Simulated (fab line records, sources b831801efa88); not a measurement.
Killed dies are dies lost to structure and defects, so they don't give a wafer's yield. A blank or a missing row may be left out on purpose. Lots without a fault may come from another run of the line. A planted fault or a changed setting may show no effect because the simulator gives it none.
Tool commonality check | flow gf180mcu | 12 lots, 36 wafers sampled

WHY IT WAS OPENED
At GF_VT_IMPLANT_TW_MEAS_21 the reading VT_IMPLANT_2_TW is flagged on 2 of 12 lots. Wafers without a fault read 1215, standard deviation 6.4.
Rule: a lot is flagged when every wafer of it that has a number lies more than 4 standard deviations from that mean, or none has a number. The other lots count as sound.

lot  | measured     | on            | VT_IMPLANT_2_TW, wafer by wafer | flag
L916 | day 6 06:13  | film_metro-04 | 1215 1221 1221                  |
L922 | day 7 23:40  | film_metro-04 | 922 924 918                     | FLAGGED
L924 | day 8 09:25  | film_metro-03 | 1213 1211 1212                  |
L927 | day 9 04:16  | film_metro-02 | 916 912 911                     | FLAGGED
L929 | day 9 17:06  | film_metro-02 | 1207 1214 1211                  |
L930 | day 10 00:22 | film_metro-03 | 1217 1208 1213                  |
L931 | day 10 09:43 | film_metro-04 | 1223 1219 1224                  |
L932 | day 10 11:58 | film_metro-03 | 1216 1214 1216                  |
L933 | day 10 19:40 | film_metro-04 | 1227 1224 1225                  |
L935 | day 11 11:22 | film_metro-04 | 1227 1228 1226                  |
L937 | day 11 19:52 | film_metro-03 | 1216 1214 1210                  |
L939 | day 12 15:40 | film_metro-04 | 1222 1214 1224                  |
The numbers of the flagged lots are 917 on average: -298 against the usual, or -47 standard deviations.

WHICH TOOL RAN EACH LOT
The record holds 2 process steps before the reading, out of a route of 602 steps. In each cell: the tool, then ch and the chambers that the sampled wafers went through, then the start.
lot  | flag    | GF_VT_IMPLANT_IMPLANT_19        | GF_VT_IMPLANT_STRIP_20
L916 |         | implanter-02 ch 0, day 6 05:59  | plasma_asher-03 ch 1, day 6 06:06
L922 | FLAGGED | implanter-02 ch 0, day 7 23:26  | plasma_asher-03 ch 0,1, day 7 23:34
L924 |         | implanter-04 ch 0, day 8 09:12  | plasma_asher-01 ch 0,1, day 8 09:20
L927 | FLAGGED | implanter-02 ch 0, day 9 04:02  | plasma_asher-02 ch 0,1, day 9 04:09
L929 |         | implanter-01 ch 0, day 9 16:51  | plasma_asher-03 ch 0, day 9 17:00
L930 |         | implanter-01 ch 0, day 10 00:08 | plasma_asher-03 ch 0,1, day 10 00:15
L931 |         | implanter-04 ch 0, day 10 09:29 | plasma_asher-01 ch 0,1, day 10 09:37
L932 |         | implanter-01 ch 0, day 10 11:43 | plasma_asher-03 ch 0,1, day 10 11:52
L933 |         | implanter-01 ch 0, day 10 19:26 | plasma_asher-03 ch 0,1, day 10 19:34
L935 |         | implanter-04 ch 0, day 11 11:07 | plasma_asher-02 ch 0,1, day 11 11:16
L937 |         | implanter-01 ch 0, day 11 19:37 | plasma_asher-01 ch 0,1, day 11 19:45
L939 |         | implanter-01 ch 0, day 12 15:26 | plasma_asher-03 ch 0,1, day 12 15:34
What these steps do:
- GF_VT_IMPLANT_IMPLANT_19
- GF_VT_IMPLANT_STRIP_20: strips in O2/N2.
- GF_VT_IMPLANT_TW_MEAS_21

FLAGGED OVER TOTAL, TOOL BY TOOL (the gauges that took the reading come last)
step                     | tool            | lots run | flagged | share of the flagged lots | sound lots run after its first flagged lot
GF_VT_IMPLANT_IMPLANT_19 | implanter-01    | 6        | 0       | none                      | -
GF_VT_IMPLANT_IMPLANT_19 | implanter-02    | 3        | 2       | all                       | 0
GF_VT_IMPLANT_IMPLANT_19 | implanter-04    | 3        | 0       | none                      | -
GF_VT_IMPLANT_STRIP_20   | plasma_asher-01 | 3        | 0       | none                      | -
GF_VT_IMPLANT_STRIP_20   | plasma_asher-02 | 2        | 1       | some                      | 1 (L935)
GF_VT_IMPLANT_STRIP_20   | plasma_asher-03 | 7        | 1       | some                      | 5 (L929,L930,L932,L933,L939)
GF_VT_IMPLANT_TW_MEAS_21 | film_metro-02   | 2        | 1       | some                      | 1 (L929)
GF_VT_IMPLANT_TW_MEAS_21 | film_metro-03   | 4        | 0       | none                      | -
GF_VT_IMPLANT_TW_MEAS_21 | film_metro-04   | 6        | 1       | some                      | 4 (L931,L933,L935,L939)

WHAT THE TABLE ALLOWS
1 row of the table ran every flagged lot: implanter-02 at GF_VT_IMPLANT_IMPLANT_19.
- implanter-02 at GF_VT_IMPLANT_IMPLANT_19: 2 of its 3 lots flagged. Its last sound lot is L916 (day 6 05:59), its first flagged lot L922 (day 7 23:26): a fault that began between those two fits. Its own readings lie more than 4 standard deviations out on every wafer of the flagged lots: dose_ions_cm2, faraday_current_uA.
One tool is left: implanter-02 at GF_VT_IMPLANT_IMPLANT_19.

WHAT THE SIMULATOR HAD PUT IN
Process parameter drift: implanter-02, from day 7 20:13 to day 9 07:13, at GF_VT_IMPLANT_IMPLANT_19. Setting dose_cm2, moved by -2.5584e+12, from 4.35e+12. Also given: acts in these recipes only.
Lots struck among those shown: L922, L927. The rule above found the same.
